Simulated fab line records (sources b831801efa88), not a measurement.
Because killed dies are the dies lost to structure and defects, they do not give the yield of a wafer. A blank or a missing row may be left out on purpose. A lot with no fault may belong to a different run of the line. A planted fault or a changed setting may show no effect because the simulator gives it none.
fab line records | flow sky130
[record] lots = 5 wafers = 15 last-day = 50
route steps=708 shown SD_P@328 RES_XHIGH@332 SD_N@342
lots that met no fault: taken from a fault-free run of the same line
start-h: start of the lot's first displayed wafer, in hours after the record's first day | wait-h: hours from the lot's prior step to this one | " same as the row above | L1.1+2: a single row standing in for several wafers | - either no value or no given start | * or withheld: withheld | < > ~ a bound
route shown NAME@n: NAME is a module with steps in the file, n the number in the route of the first one | usual: the fault-free wafers' mean and standard deviation | same: alike in all rows | chamber/n: place in a boat | sites: per-site readings | _std_site: their standard deviation | _edge_site: mean of outer sites minus mean of inner sites | radius-mm: how far each site lies from the wafer's centre | mask NAME#n: copy n | behind: the most recent tool/chamber to have shaped the wafer | hold: reason for holding the lot/hours on hold/outcome of the hold | device: which transistor (n, p or np) failed to switch | end of line: the tests these same wafers got at the end of their route | a step given without rows: its recipe and nothing more | killed: dies that structure and defects cost at the first sort, which is not the same as the wafer's yield | map: per-die view of a wafer (x killed, . not killed, _ where there is no die)
set.NAME: the run value of the setting; set.NAME@STEP: its run value at that earlier step | model.NAME: the simulator's own value behind a step, which no gauge read
lots seen at some steps along the route; tables by step, rows by wafer
services: when a tool's chamber went out of use (start-h, in hours from the record's first day, below 0 if earlier), for how many hours, and the reason
[[steps]]
[step SKY_SD_P_OVL_MEAS_08]
[usual] SD_P_OVL = -0.6/1.6
// columns lot.wafer tool chamber start-h wait-h SD_P_OVL[nm]
L613.3 overlay-01 - 634.75 0.1 -1.8
L613.4 " - " " -1.7
L613.5 " - " " -1.4
L623.3 overlay-01 - 680.40 0.1 -0.2
L623.5 " - " " 1.3
L623.6 " - " " -1.0
L629.1 overlay-02 - 732.57 0.1 -0.1
L629.3 " - " " 1.3
L629.5 " - " " -0.9
L630.3 overlay-01 - 740.82 0.1 0.5
L630.4 " - " " 2.4
L630.5 " - " " 0.2
L633.1 overlay-01 - 762.77 0.1 -3.9
L633.2 " - " " -3.1
L633.4 " - " " -3.9
[step SKY_SD_P_IMPLANT_09]
[recipe] species = BF2 energy-kev = 20 dose-cm2 = 3e+15 tilt-deg = 0
[step SKY_SD_P_STRIP_10]
[recipe] chemistry = O2/N2 power-w = 1400 pressure-mtorr = 1500 platen-temp-c = withheld o2-flow-sccm = 3000 n2-flow-sccm = 300 overash-fraction = 0.5
[usual] drypump-motor-current-A = 6.0/0.38 oes-product-au = 0.618/0.0043 strip-time-to-endpoint-s = 17.48/0.048
[same] overash-fraction = 0.5
// columns lot.wafer tool chamber start-h wait-h drypump-motor-current-A oes-product-au rf-hours-counter-h strip-time-to-endpoint-s
L613.3 plasma-asher-01 0 634.96 0.1 5.9 0.615 - 17.52
L613.4 " 1 " " 5.2 0.612 - 17.60
L613.5 " 1 " " 5.2 0.621 - 17.55
L623.3 plasma-asher-03 0 680.61 0.1 6.5 0.620 - 17.48
L623.5 " 0 " " 6.5 0.621 - 17.50
L623.6 " 1 " " 5.8 0.624 - 17.46
L629.1 plasma-asher-03 0 732.75 0.1 6.5 0.618 58 17.47
L629.3 " 1 " " 5.9 0.615 - 17.46
L629.5 " 0 " " 6.5 0.623 - 17.48
L630.3 plasma-asher-03 1 741.03 0.1 5.8 0.615 - 17.43
L630.4 " 0 " " 6.5 0.615 - 17.47
L630.5 " 0 " " 6.5 0.622 - 17.50
L633.1 plasma-asher-04 0 762.95 0.1 6.0 0.617 2 17.51
L633.2 " 1 " " 6.0 0.621 2 17.44
L633.4 " 0 " " 6.0 0.620 - 17.49
[step SKY_SD_P_TW_MEAS_11]
[usual] SD_P_TW = 2828/17
// columns lot.wafer tool chamber start-h wait-h SD_P_TW
L613.3 film-metro-02 - 635.05 0.1 2802
L613.4 " - " " 2806
L613.5 " - " " 2813
L623.3 film-metro-04 - 680.70 0.1 2853
L623.5 " - " " 2845
L623.6 " - " " 2841
L629.1 film-metro-03 - 732.85 0.1 2840
L629.3 " - " " 2831
L629.5 " - " " 2844
L630.3 film-metro-02 - 741.11 0.1 2796
L630.4 " - " " 2801
L630.5 " - " " 2783
L633.1 film-metro-04 - 763.05 0.1 2839
L633.2 " - " " 2815
L633.4 " - " " 2847
[step SKY_RES_XHIGH_DEHYDRATE_00]
[recipe] temp-c = 200 time-s = 60
[step SKY_RES_XHIGH_HMDS_01]
[recipe] prime-time-s = 60 prime-temp-c = 120
[step SKY_RES_XHIGH_COAT_02]
[recipe] resist = NOVOLAK spin-rpm = 3000 resist-thk-nm = 1140
[step SKY_RES_XHIGH_SOFTBAKE_03]
[recipe] temp-c = 90 time-s = 60 resist = NOVOLAK
[step SKY_RES_XHIGH_EXPOSE_04]
[recipe] mask-id = URPM na = 0.6 source-shape = conventional sigma-outer = 0.6 polarization = unpolarized target-cd-nm = 1270 dose-mj = 140
[step SKY_RES_XHIGH_PEB_05]
[recipe] temp-c = withheld time-s = * resist = NOVOLAK
[step SKY_RES_XHIGH_DEVELOP_06]
[recipe] resist = NOVOLAK developer = TMAH develop-time-s = 60 dev-temp-c = 23
[step SKY_RES_XHIGH_IMPLANT_07]
[recipe] species = BF2 energy-kev = 20 dose-cm2 = 3.6e+14 tilt-deg = 0
[step SKY_RES_XHIGH_STRIP_08]
[recipe] chemistry = O2/N2 power-w = 1400 pressure-mtorr = 1500 platen-temp-c = withheld o2-flow-sccm = 3000 n2-flow-sccm = 300 overash-fraction = 0.5
[usual] drypump-motor-current-A = 5.9/0.46 oes-product-au = 0.711/0.0045 strip-time-to-endpoint-s = 14.27/0.043
[same] overash-fraction = 0.5
// columns lot.wafer tool chamber start-h wait-h drypump-motor-current-A oes-product-au rf-hours-counter-h strip-time-to-endpoint-s model.NOVOLAK_of_RES_XHIGH_COAT_02.thk-nm
L613.3 plasma-asher-02 1 663.20 0.1 5.2 0.709 - 14.37 0
L613.4 " 0 " " 5.2 0.707 - 14.31 0
L613.5 " 0 " " 5.2 0.716 - 14.34 0
L623.3 plasma-asher-03 1 707.78 0.1 5.8 0.946 - - 122.6
L623.5 " 0 " " 6.5 0.946 - - 123.2
L623.6 " 1 " " 5.8 0.943 - - 123.1
L629.1 plasma-asher-03 0 759.75 0.1 6.5 0.713 62 14.22 0
L629.3 " 1 " " 5.9 0.710 - 14.24 0
L629.5 " 1 " " 5.8 0.718 - 14.27 0
L630.3 plasma-asher-03 0 767.78 0.1 6.5 0.714 - 14.20 0
L630.4 " 1 " " 5.8 0.715 - 14.19 0
L630.5 " 0 " " 6.5 0.707 - 14.22 0
L633.1 plasma-asher-02 1 790.34 0.1 5.1 0.706 35 14.29 0
L633.2 " 0 " " 5.2 0.709 35 14.29 0
L633.4 " 0 " " 5.2 0.709 - 14.31 0
[step SKY_RES_XHIGH_TW_MEAS_09]
[usual] RES_XHIGH_TW = 1641/8.8
// columns lot.wafer tool chamber start-h wait-h RES_XHIGH_TW
L613.3 film-metro-04 - 663.29 0.1 1640
L613.4 " - " " 1654
L613.5 " - " " 1639
L623.3 film-metro-03 - 707.87 0.1 1637
L623.5 " - " " 1639
L623.6 " - " " 1628
L629.1 film-metro-04 - 759.85 0.1 1648
L629.3 " - " " 1646
L629.5 " - " " 1651
L630.3 film-metro-04 - 767.87 0.1 1645
L630.4 " - " " 1646
L630.5 " - " " 1642
L633.1 film-metro-03 - 790.44 0.1 1645
L633.2 " - " " 1640
L633.4 " - " " 1638
[step SKY_SD_N_DEHYDRATE_00]
[recipe] temp-c = 200 time-s = 60
[step SKY_SD_N_HMDS_01]
[recipe] prime-time-s = 60 prime-temp-c = 120
[step SKY_SD_N_COAT_02]
[recipe] resist = NOVOLAK spin-rpm = 3000 resist-thk-nm = 1140
[step SKY_SD_N_SOFTBAKE_03]
[recipe] temp-c = 90 time-s = 60 resist = NOVOLAK
[step SKY_SD_N_EXPOSE_04]
[recipe] mask-id = NSDM na = 0.6 source-shape = conventional sigma-outer = 0.6 polarization = unpolarized target-cd-nm = 380 dose-mj = 141
[step SKY_SD_N_PEB_05]
[recipe] temp-c = withheld time-s = * resist = NOVOLAK
[step SKY_SD_N_DEVELOP_06]
[recipe] resist = NOVOLAK developer = TMAH develop-time-s = 60 dev-temp-c = 23
[step SKY_SD_N_CD_MEAS_07]
[recipe] target-cd-nm = 380
[usual] cd-nm = 379.6/2.9
// columns lot.wafer tool chamber start-h wait-h cd-nm
L613.3 cd-sem-01 - 689.93 0.1 381.4
L613.4 " - " " 383.0
L613.5 " - " " 382.5
L623.3 cd-sem-01 - 735.58 0.1 380.9
L623.5 " - " " 381.9
L623.6 " - " " 380.5
L629.1 cd-sem-02 - 786.39 0.1 382.1
L629.3 " - " " 379.4
L629.5 " - " " 379.8
L630.3 cd-sem-01 - 794.53 0.1 376.5
L630.4 " - " " 376.5
L630.5 " - " " 376.5
L633.1 cd-sem-01 - 817.49 0.1 384.5
L633.2 " - " " 386.4
L633.4 " - " " 385.5
[step SKY_SD_N_OVL_MEAS_08]
[usual] SD_N_OVL = 0.9/1.4
// columns lot.wafer tool chamber start-h wait-h SD_N_OVL[nm]
L613.3 overlay-01 - 690.03 0.1 2.3
L613.4 " - " " 1.8
L613.5 " - " " 1.4
L623.3 overlay-01 - 735.68 0.1 0.1
L623.5 " - " " 0.9
L623.6 " - " " -0.3
L629.1 overlay-02 - 786.51 0.1 -2.0
L629.3 " - " " -2.0
L629.5 " - " " -0.8
L630.3 overlay-01 - 794.62 0.1 -1.7
L630.4 " - " " -0.2
L630.5 " - " " -1.3
L633.1 overlay-02 - 817.61 0.1 0.4
L633.2 " - " " 0.6
L633.4 " - " " 1.2
[step SKY_SD_N_IMPLANT_09]
[recipe] species = As energy-kev = 49.03 dose-cm2 = 4e+15 tilt-deg = 0
[step SKY_SD_N_IMPLANT_10]
[recipe] species = P energy-kev = 20 dose-cm2 = 1e+14 tilt-deg = 0
[step SKY_SD_N_STRIP_11]
[recipe] chemistry = O2/N2 power-w = 1400 pressure-mtorr = 1500 platen-temp-c = withheld o2-flow-sccm = 3000 n2-flow-sccm = 300 overash-fraction = 0.5
[usual] drypump-motor-current-A = 5.5/0.37 oes-product-au = 0.529/0.0048 strip-time-to-endpoint-s = 22.39/0.036
[same] overash-fraction = 0.5
// columns lot.wafer tool chamber start-h wait-h drypump-motor-current-A oes-product-au rf-hours-counter-h strip-time-to-endpoint-s
L613.3 plasma-asher-01 1 690.38 0.1 5.2 0.529 - 22.40
L613.4 " 0 " " 5.8 0.534 - 22.38
L613.5 " 0 " " 5.8 0.521 - 22.38
L623.3 plasma-asher-01 0 736.03 0.1 5.9 0.551 - 24.18
L623.5 " 1 " " 5.2 0.540 - 24.15
L623.6 " 0 " " 5.9 0.538 - 24.16
L629.1 plasma-asher-02 0 786.85 0.1 5.2 0.527 34 22.39
L629.3 " 1 " " 5.1 0.531 - 22.41
L629.5 " 0 " " 5.2 0.525 - 22.37
L630.3 plasma-asher-02 0 794.98 0.1 5.2 0.532 - 22.37
L630.4 " 1 " " 5.1 0.531 - 22.39
L630.5 " 1 " " 5.1 0.537 - 22.40
L633.1 plasma-asher-01 1 817.94 0.1 5.2 0.529 101 22.38
L633.2 " 0 " " 5.9 0.517 101 22.35
L633.4 " 1 " " 5.2 0.529 - 22.32
[step SKY_SD_N_TW_MEAS_12]
[usual] SD_N_TW = 3963/23
// columns lot.wafer tool chamber start-h wait-h SD_N_TW
L613.3 film-metro-02 - 690.47 0.1 3945
L613.4 " - " " 3987
L613.5 " - " " 3987
L623.3 film-metro-03 - 736.12 0.1 225
L623.5 " - " " 215
L623.6 " - " " 217
L629.1 film-metro-02 - 786.95 0.1 3918
L629.3 " - " " 3938
L629.5 " - " " 3924
L630.3 film-metro-03 - 795.06 0.1 3975
L630.4 " - " " 3979
L630.5 " - " " 4002
L633.1 film-metro-04 - 818.04 0.1 3962
L633.2 " - " " 3980
L633.4 " - " " 3985
[step SKY_SD_N_CLEAN_13]
[recipe] chemistry = SC1/SC2 mix = 1:4:20 temp-c = 70 time-s = 150 dry = n2-spin
[[services]]
// columns tool chamber start-h hours kind
plasma-asher-04 - 639.74 12.4 repair
plasma-asher-01 - 686.45 1.6 repair
plasma-asher-02 - 706.84 2.8 pm
plasma-asher-01 - 713.09 11.4 repair
plasma-asher-01 - 729.63 3.8 repair
plasma-asher-04 - 733.75 9.0 pm
plasma-asher-04 0 733.75 9.0 vent-cycle
plasma-asher-04 1 733.75 9.0 vent-cycle
plasma-asher-02 - 734.41 14.6 pm
plasma-asher-04 0 742.75 - clean
plasma-asher-04 1 742.75 - clean
plasma-asher-01 - 807.18 2.8 pm
plasma-asher-04 - 814.16 3.2 repair
[[key]]
[first-sign] step = SKY_RES_XHIGH_STRIP_08 reading = oes-product-au direction = up sigmas = 52 usual = 0.711 struck = 0.945
[effect] step = SKY_SD_N_STRIP_11 reading = strip-time-to-endpoint-s direction = up sigmas = 49 usual = * struck = *
[effect] step = SKY_SD_N_TW_MEAS_12 reading = SD_N_TW direction = down sigmas = 99+ usual = 3963 struck = 219
[model-effect] step = SKY_RES_XHIGH_STRIP_08 value = NOVOLAK_of_RES_XHIGH_COAT_02.thk-nm without = 0 struck = 123
met-at SKY_RES_XHIGH_STRIP_08
struck-wafers L623.3,L623.5,L623.6
sort-left-out L623.3,L623.5,L623.6
tester-left-out L623
[fault] kind = strip-aborted tool = plasma-asher-03 chamber = - onset-h = 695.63 steps = SKY_RES_XHIGH_STRIP_08 offset = 0.41731 end-h = 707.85
// tester-left-out: of these lots the tester's yield and bins aren't shown, on N5 and GAA mostly nor the transistor test; their killed dies are dies lost to structure and defects alone, not to doping, threshold or leakage, so they don't give the yield
// sort-left-out: the simulated sort isn't trusted on such a fault, so these wafers' sort isn't shown, and their yield isn't known
